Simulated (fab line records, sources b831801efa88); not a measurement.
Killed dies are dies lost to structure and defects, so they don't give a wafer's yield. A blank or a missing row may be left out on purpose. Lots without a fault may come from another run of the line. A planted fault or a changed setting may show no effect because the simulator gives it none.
Which tool did it? | flow gf180mcu | 14 lots, 42 wafers sampled, at 4 steps of a route of 602

WHAT THE GAUGES READ, wafer by wafer
GF_V5_THK_MEAS_01. Usual: V5_CVD_00_THK 300 nm, standard deviation 3.1.
lot  | measured     | on            | V5_CVD_00_THK (nm) | flag
L350 | day 27 01:23 | film_metro-01 | 300 302 304        |
L351 | day 27 14:01 | film_metro-01 | 304 299 299        |
L352 | day 28 02:41 | film_metro-03 | 303 302 304        |
L355 | day 29 01:04 | film_metro-01 | 300 302 301        |
L356 | day 29 04:22 | film_metro-02 | 303 302 301        |
L360 | day 30 06:49 | film_metro-03 | 301 297 301        |
L362 | day 31 00:07 | film_metro-03 | 303 302 304        |
L363 | day 31 00:48 | film_metro-02 | 297 296 299        |
L365 | day 31 14:30 | film_metro-03 | 301 303 302        |
L366 | day 31 22:41 | film_metro-03 | 307 306 304        |
L367 | day 32 02:59 | film_metro-02 | 297 293 298        |
L369 | day 32 17:32 | film_metro-01 | 292 294 295        |

WHICH TOOL RAN EACH LOT (tool, then ch and the chambers of the sampled wafers, then the start)
lot  | GF_MIM_SPUTTER_03            | GF_M5_PEB_05                      | GF_M5_METAL_ETCH_10
L350 | pvd_sputter-02, day 25 06:17 | litho_track-02 ch 0, day 27 00:10 | rie_metal-03 ch 0,1, day 27 00:40
L351 | pvd_sputter-02, day 25 19:35 | litho_track-01 ch 0, day 27 12:46 | rie_metal-01 ch 0, day 27 13:17
L352 | pvd_sputter-03, day 26 09:25 | litho_track-03 ch 0, day 28 01:26 | rie_metal-03 ch 0,1, day 28 01:56
L353 | pvd_sputter-02, day 26 16:43 | litho_track-01, day 28 09:12      | rie_metal-04 ch 0, day 28 09:44
L354 | pvd_sputter-02, day 26 23:28 | litho_track-03, day 28 14:59      | rie_metal-01 ch 0,1, day 28 15:29
L355 | pvd_sputter-03, day 27 08:24 | litho_track-03 ch 0, day 28 23:48 | rie_metal-01 ch 0,1, day 29 00:20
L356 | pvd_sputter-01, day 27 11:25 | litho_track-01 ch 0, day 29 03:07 | rie_metal-03 ch 0,1, day 29 03:38
L360 | pvd_sputter-03, day 28 15:43 | litho_track-02 ch 0, day 30 05:34 | rie_metal-03 ch 0,1, day 30 06:04
L362 | pvd_sputter-03, day 29 08:34 | litho_track-01 ch 0, day 30 22:54 | rie_metal-01 ch 0,1, day 30 23:23
L363 | pvd_sputter-01, day 29 10:30 | litho_track-01 ch 0, day 30 23:34 | rie_metal-03 ch 0,1, day 31 00:05
L365 | pvd_sputter-01, day 30 01:19 | litho_track-03 ch 0, day 31 13:17 | rie_metal-03 ch 0,1, day 31 13:47
L366 | pvd_sputter-02, day 30 10:10 | litho_track-02 ch 0, day 31 21:26 | rie_metal-01 ch 0,1, day 31 21:58
L367 | pvd_sputter-02, day 30 15:49 | litho_track-03 ch 0, day 32 01:44 | rie_metal-01 ch 0,1, day 32 02:14
L369 | pvd_sputter-01, day 31 06:46 | litho_track-01 ch 0, day 32 16:13 | rie_metal-01 ch 0,1, day 32 16:44
- GF_MIM_SPUTTER_03: material Ti, target thk 10 nm, time 6.7 s.
- GF_M5_PEB_05: peb time 90 s.
- GF_M5_METAL_ETCH_10: etches the open film in Cl2/BCl3, stops on SiO2, target depth 750.8 nm, time 125.1 s.

WHAT THE TOOLS THEMSELVES READ (means of the sampled wafers that have a number; where no wafer has one, the mark that the record gives instead)
GF_MIM_SPUTTER_03. Usual: throttle_valve_pct 29.6 %, standard deviation 0.82.
lot  | tool           | throttle_valve_pct (%) | flag
L350 | pvd_sputter-02 | 28.6                   |
L351 | pvd_sputter-02 | 29.3                   |
L352 | pvd_sputter-03 | 29.6                   |
L353 | pvd_sputter-02 | 29.1                   |
L354 | pvd_sputter-02 | 29.1                   |
L355 | pvd_sputter-03 | 29.3                   |
L356 | pvd_sputter-01 | 30.3                   |
L360 | pvd_sputter-03 | 29.2                   |
L362 | pvd_sputter-03 | 29.4                   |
L363 | pvd_sputter-01 | 30.4                   |
L365 | pvd_sputter-01 | 30.9                   |
L366 | pvd_sputter-02 | 29.3                   |
L367 | pvd_sputter-02 | 29.4                   |
L369 | pvd_sputter-01 | 30.4                   |

GF_M5_PEB_05. Usual: chill_plate_temp_C 23.00 C, standard deviation 0.12; exhaust_pa 45.1 Pa, standard deviation 0.85.
lot  | tool           | chill_plate_temp_C (C) | exhaust_pa (Pa) | flag
L350 | litho_track-02 | 22.99                  | 45.4            |
L351 | litho_track-01 | 22.80                  | 45.0            |
L352 | litho_track-03 | 22.91                  | 44.6            |
L353 | litho_track-01 | -                      | -               | OFF
L354 | litho_track-03 | -                      | -               | OFF
L355 | litho_track-03 | 23.10                  | 44.9            |
L356 | litho_track-01 | 23.01                  | 45.1            |
L360 | litho_track-02 | 22.93                  | 44.4            |
L362 | litho_track-01 | 22.80                  | 45.7            |
L363 | litho_track-01 | 23.02                  | 46.5            |
L365 | litho_track-03 | 22.96                  | 45.0            |
L366 | litho_track-02 | 23.05                  | 44.0            |
L367 | litho_track-03 | 22.86                  | 44.4            |
L369 | litho_track-01 | 22.91                  | 44.5            |

GF_M5_METAL_ETCH_10. Usual: chamber_pressure_mTorr 8.001 mTorr, standard deviation 0.008; drypump_motor_current_A 6.0 A, standard deviation 0.53; oes_product_au 0.991 a.u., standard deviation 0.0051; rf_fwd_power_W 795.3 W, standard deviation 2.6; throttle_valve_pct 28.229 %, standard deviation 0.011.
lot  | tool         | chamber_pressure_mTorr (mTorr) | drypump_motor_current_A (A) | oes_product_au (a.u.) | rf_fwd_power_W (W) | throttle_valve_pct (%) | flag
L350 | rie_metal-03 | 7.998                          | 6.2                         | 0.988                 | 794.6              | 28.223                 |
L351 | rie_metal-01 | 8.001                          | 6.3                         | 0.993                 | 794.1              | 28.224                 |
L352 | rie_metal-03 | 8.005                          | 6.2                         | 0.991                 | 793.4              | 28.233                 |
L353 | rie_metal-04 | 8.010                          | 4.8                         | 0.988                 | 796.9              | 28.223                 |
L354 | rie_metal-01 | 8.005                          | 6.3                         | 0.991                 | 797.2              | 28.227                 |
L355 | rie_metal-01 | 8.004                          | 6.4                         | 0.991                 | 795.9              | 28.229                 |
L356 | rie_metal-03 | 7.994                          | 6.1                         | 0.988                 | 793.0              | 28.233                 |
L360 | rie_metal-03 | 7.998                          | 6.2                         | 0.993                 | 796.4              | 28.229                 |
L362 | rie_metal-01 | 8.003                          | 6.3                         | 0.995                 | 796.0              | 28.214                 |
L363 | rie_metal-03 | 7.999                          | 6.2                         | 0.991                 | 791.8              | 28.233                 |
L365 | rie_metal-03 | 8.000                          | 6.2                         | 0.993                 | 794.7              | 28.229                 |
L366 | rie_metal-01 | 8.001                          | 6.3                         | 0.994                 | 794.8              | 28.227                 |
L367 | rie_metal-01 | 8.001                          | 6.3                         | 0.990                 | 795.0              | 28.221                 |
L369 | rie_metal-01 | 7.997                          | 6.4                         | 0.991                 | 794.8              | 28.236                 |

THE ANSWER, worked out from the rows above alone
Rule: a lot is off if the mean of its wafers that have a number lies more than 3 standard deviations from the usual mean. A lot without any number at a reading at which 4 lots or more have one is off too. The other lots that the step has rows for count as sound. The gauges are gone through in route order, then the tools' own readings, and for those a lot's mean is taken as printed above. The first step at which some lot is off is used, and at that step the reading that is off furthest; a lot without a number counts as furthest.
Off: L353, L354, at GF_M5_PEB_05 (chill_plate_temp_C). Without a number there: L353, L354.
A tool fits if, at that step or a process step before it, it ran every lot that is off, and no sound lot after the first of them. None of those tried fits.

WHAT THE SIMULATOR HAD PUT IN
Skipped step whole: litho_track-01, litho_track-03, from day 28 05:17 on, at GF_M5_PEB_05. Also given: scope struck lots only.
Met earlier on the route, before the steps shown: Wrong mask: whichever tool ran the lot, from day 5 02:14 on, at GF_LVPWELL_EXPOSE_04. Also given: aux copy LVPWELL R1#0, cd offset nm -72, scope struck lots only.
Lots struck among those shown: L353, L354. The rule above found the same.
